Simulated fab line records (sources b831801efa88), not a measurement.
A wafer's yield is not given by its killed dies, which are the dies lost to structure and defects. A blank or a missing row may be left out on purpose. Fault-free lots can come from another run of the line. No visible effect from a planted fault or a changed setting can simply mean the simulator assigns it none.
Problem report, 8D (eight disciplines) form, completed by code / flow gf180mcu / the parts of the form that need people (team, actions taken, sign-off) are left out

== 1. PROBLEM STATEMENT ==
A mean of 1.928 Pa is read at GF_M1_SPUTTER_00 for chamberPressurePa, taken on 1 wafer of 1 lot, against 2.000 Pa (standard deviation 0.0038) on wafers free of any fault. That is -19 standard deviations from the usual mean.
The step: material Ti, target thk 37.5 nm, time 150 s.
First observed at day 21 02:01: wafer L170.4, on pvdSputter-02. The record holds 39 wafers of 13 lots with a number at this step. Rule for "out", or "out of limits": more than 4 standard deviations from the usual mean. All remaining wafers that have a number are taken as sound.

== 2. WHAT THIS IS AND IS NOT ==
question=which readings at this step | is=chamberPressurePa | is not=throttleValvePct
question=which lots | is=L170 | is not=L156, L158, L159, L161, L166, L169, L171, L172, L175, L176, L177, L179
question=which wafers of those lots | is=L170.4 | is not=L170.2, L170.3
question=read on which tools | is=pvdSputter-02 | is not=pvdSputter-01, pvdSputter-04
question=when | is=from day 21 02:01 | is not=up to then (20 sound wafers); but 18 sound wafers of L171, L172, L175, L176, L177, L179 came after

== 3. SUSPECTS, AND WHAT RULES EACH OUT ==
Counting: any tool at a process step up to the reading remains a suspect provided it ran every lot that is out. Sound lots after the first of them don't rule it out here, since some wafers of a struck lot are sound.
- pvdSputter-04 at GF_CONTACT_SPUTTER_22 (material Ti, target thk 15 nm, time 80.02 s): kept. It ran the lot that is out, L170 (day 21 01:20).
- pvdSputter-04 at GF_CONTACT_SPUTTER_23 (material TiN, target thk 10 nm, time 40 s): kept. It ran the lot that is out, L170 (day 21 01:24).
- pvdSputter-02 at GF_M1_SPUTTER_00 (material Ti, target thk 37.5 nm, time 150 s): kept. It processed L170, the lot that is out, at day 21 02:01, and its most recent sound lot before then was L161 at day 17 20:14. Its own chamberPressurePa readings are out on those wafers.
The count leaves pvdSputter-04 at GF_CONTACT_SPUTTER_22, pvdSputter-04 at GF_CONTACT_SPUTTER_23, and pvdSputter-02 at GF_M1_SPUTTER_00.

== 4. THE CAUSE (what the simulator had put in) ==
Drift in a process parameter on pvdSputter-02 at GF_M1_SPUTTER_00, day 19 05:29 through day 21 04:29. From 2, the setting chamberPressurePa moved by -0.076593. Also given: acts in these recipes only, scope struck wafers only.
After counting, 3 suspects remain, this tool included.

== 5. THE CHAIN OF EFFECTS, in route order ==
Rows list readings where the struck wafers' mean (over those with a number) sits beyond 3 standard deviations from the usual. Only readings for which the record gives a usual standard deviation are gone through. hours: the time from each lot's start at the first step in this table that gives one to its start at this step, as a median over the lots. sigmas: the change in usual standard deviations.
hours=0; step=GF_M1_SPUTTER_00; reading=chamberPressurePa; usual=2.000 Pa; on struck wafers=1.928; change=-0.072; sigmas=-19
Its process steps:
- GF_M1_SPUTTER_00: material Ti, target thk 37.5 nm, time 150 s.

== 6. WHAT WOULD HAVE CAUGHT IT SOONER ==
In this record no reading fell out of limits until day 21 02:01, 45 hours after the fault had begun at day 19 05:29.
